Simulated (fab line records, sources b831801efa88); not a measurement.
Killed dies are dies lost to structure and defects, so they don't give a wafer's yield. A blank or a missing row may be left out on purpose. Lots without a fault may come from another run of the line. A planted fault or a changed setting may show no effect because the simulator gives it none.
Which tool did it? | flow sky130 | 11 lots, 33 wafers sampled, at 2 steps of a route of 708

WHAT THE GAUGES READ, wafer by wafer
SKY_SONOS_ONO_OVL_MEAS_14. Usual: SONOS_ONO_OVL 0.6 nm, standard deviation 1.5.
lot  | measured     | on         | SONOS_ONO_OVL (nm) | flag
L154 | day 12 23:20 | overlay-02 | 0.5 1.5 1.6        |
L155 | day 13 04:19 | overlay-02 | -0.3 0.1 -1.4      |
L158 | day 14 13:01 | overlay-02 | 0.2 1.2 1.5        |
L159 | day 14 18:56 | overlay-02 | -0.3 0.1 -0.2      |
L160 | day 15 03:02 | overlay-02 | 1.0 -0.3 0.4       |
L164 | day 16 04:15 | overlay-02 | 0.9 2.4 2.2        |
L165 | day 16 23:13 | overlay-02 | 0.1 0.1 -1.1       |
L167 | day 17 05:38 | overlay-02 | 4.0 3.7 2.7        |
L172 | day 19 00:42 | overlay-01 | 0.5 0.4 0.9        |
L175 | day 20 03:32 | overlay-02 | 1.9 2.4 2.0        |
L176 | day 20 09:39 | overlay-02 | 0.4 0.2 0.0        |

SKY_GATE_OXIDE_THK_MEAS_02. Usual: GATE_OXIDE_OXIDATION_00_THK 10.27 nm, standard deviation 0.18.
lot  | measured     | on            | GATE_OXIDE_OXIDATION_00_THK (nm) | flag
L154 | day 13 04:47 | film_metro-02 | 10.44 10.53 10.56                |
L155 | day 13 10:10 | film_metro-04 | 10.38 10.46 10.35                |
L158 | day 14 16:03 | film_metro-04 | 10.38 10.42 10.29                |
L159 | day 14 21:17 | film_metro-02 | 10.14 10.07 10.05                |
L160 | day 15 05:52 | film_metro-02 | 10.10 9.96 10.03                 |
L164 | day 16 06:47 | film_metro-02 | 10.40 10.35 10.46                |
L165 | day 17 02:17 | film_metro-02 | 10.34 10.57 10.23                |
L167 | day 17 09:02 | film_metro-02 | 10.02 9.84 9.88                  |
L172 | day 19 04:45 | film_metro-04 | 10.24 10.24 10.25                |
L175 | day 20 05:19 | film_metro-03 | 10.50 10.55 10.73                |
L176 | day 20 11:25 | film_metro-03 | 10.45 10.44 10.56                |

WHICH TOOL RAN EACH LOT (tool, then ch and the chambers of the sampled wafers, then the start)
The record holds no process step before these readings.

WHAT THE TOOLS THEMSELVES READ (means of the sampled wafers that have a number; where no wafer has one, the mark that the record gives instead)
The record holds no such reading with a usual standard deviation.

THE ANSWER, worked out from the rows above alone
Rule: a lot is off if the mean of its wafers that have a number lies more than 3 standard deviations from the usual mean. A lot without any number at a reading at which 4 lots or more have one is off too. The other lots that the step has rows for count as sound. The gauges are gone through in route order, then the tools' own readings, and for those a lot's mean is taken as printed above. The first step at which some lot is off is used, and at that step the reading that is off furthest; a lot without a number counts as furthest.
No lot is off at any reading shown: from this, nothing can be told.

WHAT THE SIMULATOR HAD PUT IN
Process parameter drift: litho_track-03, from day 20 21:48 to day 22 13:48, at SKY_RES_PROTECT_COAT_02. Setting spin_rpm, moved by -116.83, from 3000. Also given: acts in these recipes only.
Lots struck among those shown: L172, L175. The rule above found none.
